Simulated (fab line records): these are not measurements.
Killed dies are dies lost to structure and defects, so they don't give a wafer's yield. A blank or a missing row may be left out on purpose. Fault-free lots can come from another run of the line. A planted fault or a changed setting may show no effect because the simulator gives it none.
Chamber matching || flow sky130 || SKY_LI_CONTACT_CMP_24 on cmp-02: 4 sister chambers
The step polishes, stops on PSG, t overpolish 19.19 s, target thk 0 nm. 16 wafers are shown with their chamber, then 8 later ones without.

## WAFERS PAIRED WITH THEIR CHAMBERS
{"wafer": "L264.2", "chamber": 3, "motor current A (A)": 10.4, "time to endpoint s (s)": 95, "overpolish run s (s)": 19.178}
{"wafer": "L264.3", "chamber": 2, "motor current A (A)": 11.9, "time to endpoint s (s)": 98, "overpolish run s (s)": 19.189}
{"wafer": "L264.6", "chamber": 0, "motor current A (A)": 11.2, "time to endpoint s (s)": 100, "overpolish run s (s)": 19.204}
{"wafer": "L267.3", "chamber": 1, "motor current A (A)": 9.0, "time to endpoint s (s)": 103, "overpolish run s (s)": 19.178}
{"wafer": "L267.4", "chamber": 0, "motor current A (A)": 11.2, "time to endpoint s (s)": 99, "overpolish run s (s)": 19.198}
{"wafer": "L267.6", "chamber": 3, "motor current A (A)": 10.6, "time to endpoint s (s)": 94, "overpolish run s (s)": 19.170}
{"wafer": "L268.1", "chamber": 2, "motor current A (A)": 10.9, "time to endpoint s (s)": 98, "overpolish run s (s)": 19.196}
{"wafer": "L268.4", "chamber": 0, "motor current A (A)": 10.3, "time to endpoint s (s)": 97, "overpolish run s (s)": 19.188}
{"wafer": "L268.5", "chamber": 0, "motor current A (A)": 10.8, "time to endpoint s (s)": 95, "overpolish run s (s)": 19.201}
{"wafer": "L269.1", "chamber": 1, "motor current A (A)": 9.1, "time to endpoint s (s)": 100, "overpolish run s (s)": 19.190}
{"wafer": "L269.2", "chamber": 2, "motor current A (A)": 11.5, "time to endpoint s (s)": 92, "overpolish run s (s)": 19.186}
{"wafer": "L269.4", "chamber": 3, "motor current A (A)": 11.0, "time to endpoint s (s)": 89, "overpolish run s (s)": 19.199}
{"wafer": "L270.1", "chamber": 3, "motor current A (A)": 10.6, "time to endpoint s (s)": 96, "overpolish run s (s)": 19.169}
{"wafer": "L270.4", "chamber": 0, "motor current A (A)": 11.4, "time to endpoint s (s)": 98, "overpolish run s (s)": 19.196}
{"wafer": "L270.5", "chamber": 3, "motor current A (A)": 10.5, "time to endpoint s (s)": 96, "overpolish run s (s)": 19.188}
{"wafer": "L279.3", "chamber": 1, "motor current A (A)": 8.7, "time to endpoint s (s)": 103, "overpolish run s (s)": 19.221}

SIGNATURES (means of the wafers above)
{"reading": "motor current A", "chamber 0": 10.980, "chamber 1": 8.933, "chamber 2": 11.433, "chamber 3": 10.620, "scatter within a chamber": 0.362}
{"reading": "time to endpoint s", "chamber 0": 97.80, "chamber 1": 102.00, "chamber 2": 96.00, "chamber 3": 94.00, "scatter within a chamber": 2.56}
{"reading": "overpolish run s", "chamber 0": 19.19740, "chamber 1": 19.19633, "chamber 2": 19.19033, "chamber 3": 19.18080, "scatter within a chamber": 0.0124}
Rule: for each reading, subtract the chamber's mean from the wafer's reading, divide by that reading's scatter and square the result; add these up over the readings and take the root, which gives the wafer's distance from the chamber. The wafer belongs to the nearest chamber; if the next one is less than 2 further off, it can't be placed. The scatter: take each reading less its chamber's mean, square it, sum over the shown wafers, divide by the number of wafers less the number of chambers, and take the root.

## WAFERS WHOSE CHAMBER IS MISSING
{"wafer": "L279.4", "motor current A (A)": 11.8, "time to endpoint s (s)": 93, "overpolish run s (s)": 19.196}
{"wafer": "L279.6", "motor current A (A)": 11.0, "time to endpoint s (s)": 97, "overpolish run s (s)": 19.191}
{"wafer": "L282.1", "motor current A (A)": 12.2, "time to endpoint s (s)": 96, "overpolish run s (s)": 19.186}
{"wafer": "L282.3", "motor current A (A)": 9.1, "time to endpoint s (s)": 103, "overpolish run s (s)": 19.197}
{"wafer": "L282.5", "motor current A (A)": 10.5, "time to endpoint s (s)": 95, "overpolish run s (s)": 19.199}
{"wafer": "L286.2", "motor current A (A)": 11.4, "time to endpoint s (s)": 97, "overpolish run s (s)": 19.196}
{"wafer": "L286.4", "motor current A (A)": 9.3, "time to endpoint s (s)": 99, "overpolish run s (s)": 19.183}
{"wafer": "L286.5", "motor current A (A)": 10.7, "time to endpoint s (s)": 92, "overpolish run s (s)": 19.182}

## CHAMBER TAKEN BY EACH
{"wafer": "L279.4", "from the rows above": "can't be placed: 2 or 0 or 3", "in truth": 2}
{"wafer": "L279.6", "from the rows above": "can't be placed: 0 or 2 or 3", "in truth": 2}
{"wafer": "L282.1", "from the rows above": "can't be placed: 2 or 0", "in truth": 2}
{"wafer": "L282.3", "from the rows above": 1, "in truth": 1}
{"wafer": "L282.5", "from the rows above": "can't be placed: 3 or 0 or 2", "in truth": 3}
{"wafer": "L286.2", "from the rows above": "can't be placed: 2 or 0", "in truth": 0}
{"wafer": "L286.4", "from the rows above": 1, "in truth": 1}
{"wafer": "L286.5", "from the rows above": "can't be placed: 3 or 2 or 0", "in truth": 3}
Placed correctly: 2 of 8. Can't be placed from these rows: 6 (the true chamber is among the candidates in 6). 0 placed wrongly.
